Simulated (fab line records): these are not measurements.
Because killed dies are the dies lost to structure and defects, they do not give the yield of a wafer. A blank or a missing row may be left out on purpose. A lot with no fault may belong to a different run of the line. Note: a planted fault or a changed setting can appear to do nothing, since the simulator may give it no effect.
Commonality check across tools	flow sky130	Sample size 10 lots and 36 wafers

== THE REASON FOR OPENING IT ==
Of 10 lots, 2 have the reading CONTACT_W_RS flagged at SKY_CONTACT_RS_MEAS_25. Fault-free wafers read 0.338 ohm/sq, with a standard deviation of 0.0046.
Rule: a lot gets a flag if all its wafers with a number sit over 4 standard deviations from that mean, or if no wafer of it has a number. All remaining lots are regarded as sound.

lot	measured	on	CONTACT_W_RS (ohm/sq), wafer by wafer	flag
L573	day 32 23:04	film_metro-04	0.342 0.332 0.334	
L574	day 33 08:22	film_metro-03	0.307 0.308 0.306 0.307 0.308 0.306	FLAGGED
L578	day 34 12:06	film_metro-03	0.306 0.297 0.298 0.306 0.297 0.298	FLAGGED
L583	day 36 00:38	film_metro-03	0.335 0.337 0.338	
L584	day 36 17:08	film_metro-03	0.339 0.342 0.333	
L586	day 37 08:37	film_metro-04	0.343 0.339 0.341	
L587	day 37 12:30	film_metro-04	0.327 0.339 0.331	
L589	day 38 13:27	film_metro-01	0.341 0.333 0.345	
L591	day 38 21:47	film_metro-03	0.339 0.340 0.348	
L592	day 39 04:14	film_metro-03	0.342 0.340 0.342	
On average the flagged lots' numbers are 0.304 ohm/sq, which is -0.034 ohm/sq against the usual, or -7 standard deviations.

== WHICH TOOL EACH LOT WENT THROUGH ==
The record holds 3 process steps before the reading, out of a route of 708 steps. Cell contents, in order: the tool; ch with the chambers the sampled wafers went through; the start.
lot	flag	SKY_LI_CONTACT_SPUTTER_20	SKY_CONTACT_SPUTTER_23	SKY_CONTACT_CVD_24
L573		pvd_sputter-01, day 30 12:58	pvd_sputter-03, day 32 22:53	cvd_w-01 ch 0,1, day 32 22:57
L574	FLAGGED	pvd_sputter-03, day 30 22:35	pvd_sputter-04, day 33 08:11	cvd_w-01 ch 1, day 33 08:15
L578	FLAGGED	pvd_sputter-01, day 32 03:31	pvd_sputter-04, day 34 11:55	cvd_w-01 ch 0,1, day 34 11:58
L583		pvd_sputter-03, day 33 16:56	pvd_sputter-02, day 36 00:27	cvd_w-02 ch 0,1, day 36 00:31
L584		pvd_sputter-04, day 34 08:20	pvd_sputter-04, day 36 16:57	cvd_w-02 ch 0,1, day 36 17:01
L586		pvd_sputter-04, day 35 01:17	pvd_sputter-04, day 37 08:27	cvd_w-01 ch 0,1, day 37 08:31
L587		pvd_sputter-03, day 35 04:27	pvd_sputter-04, day 37 12:19	cvd_w-01 ch 0,1, day 37 12:22
L589		pvd_sputter-04, day 36 05:34	pvd_sputter-02, day 38 13:16	cvd_w-01 ch 0,1, day 38 13:20
L591		pvd_sputter-01, day 36 15:16	pvd_sputter-04, day 38 21:36	cvd_w-01 ch 0,1, day 38 21:40
L592		pvd_sputter-04, day 36 23:02	pvd_sputter-04, day 39 04:03	cvd_w-01 ch 1, day 39 04:07
What these steps do:
- SKY_LI_CONTACT_SPUTTER_20: material TiN, target thk 20 nm, time 80 s.
- SKY_CONTACT_SPUTTER_23: material TiN, target thk 20 nm, time 80 s.
- SKY_CONTACT_CVD_24: deposits W, target thk 340 nm, time 102.12 s.
- SKY_CONTACT_RS_MEAS_25: measures by four-point-probe.

== FLAGGED AGAINST TOTAL, ONE TOOL AT A TIME (gauges that did the reading follow at the end) ==
step	tool	lots run	flagged	share of the flagged lots	sound lots run after its first flagged lot
SKY_LI_CONTACT_SPUTTER_20	pvd_sputter-01	3	1	some	1 (L591)
SKY_LI_CONTACT_SPUTTER_20	pvd_sputter-03	3	1	some	2 (L583,L587)
SKY_LI_CONTACT_SPUTTER_20	pvd_sputter-04	4	0	none	-
SKY_CONTACT_SPUTTER_23	pvd_sputter-02	2	0	none	-
SKY_CONTACT_SPUTTER_23	pvd_sputter-03	1	0	none	-
SKY_CONTACT_SPUTTER_23	pvd_sputter-04	7	2	all	5 (L584,L586,L587,L591,L592)
SKY_CONTACT_CVD_24	cvd_w-01	8	2	all	5 (L586,L587,L589,L591,L592)
SKY_CONTACT_CVD_24	cvd_w-02	2	0	none	-
SKY_CONTACT_RS_MEAS_25	film_metro-01	1	0	none	-
SKY_CONTACT_RS_MEAS_25	film_metro-03	6	2	all	4 (L583,L584,L591,L592)
SKY_CONTACT_RS_MEAS_25	film_metro-04	3	0	none	-

== THE TABLE: WHAT IT ALLOWS ==
Rows of the table that ran every flagged lot, 3 in all: pvd_sputter-04 at SKY_CONTACT_SPUTTER_23, cvd_w-01 at SKY_CONTACT_CVD_24, film_metro-03 at SKY_CONTACT_RS_MEAS_25.
- pvd_sputter-04 at SKY_CONTACT_SPUTTER_23: 2 of its 7 lots flagged. After the first flagged lot (L584, L586, L587, L591, L592), sound lots still ran on it; a lasting fault on the whole tool would not permit that.
- cvd_w-01 at SKY_CONTACT_CVD_24: 2 of its 8 lots flagged. After the first flagged lot (L586, L587, L589, L591, L592), sound lots still ran on it; a lasting fault on the whole tool would not permit that.
- film_metro-03 at SKY_CONTACT_RS_MEAS_25: 2 of its 6 lots flagged. After the first flagged lot (L583, L584, L591, L592), sound lots still ran on it; a lasting fault on the whole tool would not permit that.
Not one row of the table ran every flagged lot while running no sound lot after the first.

== WHAT THE SIMULATOR HAD INSERTED ==
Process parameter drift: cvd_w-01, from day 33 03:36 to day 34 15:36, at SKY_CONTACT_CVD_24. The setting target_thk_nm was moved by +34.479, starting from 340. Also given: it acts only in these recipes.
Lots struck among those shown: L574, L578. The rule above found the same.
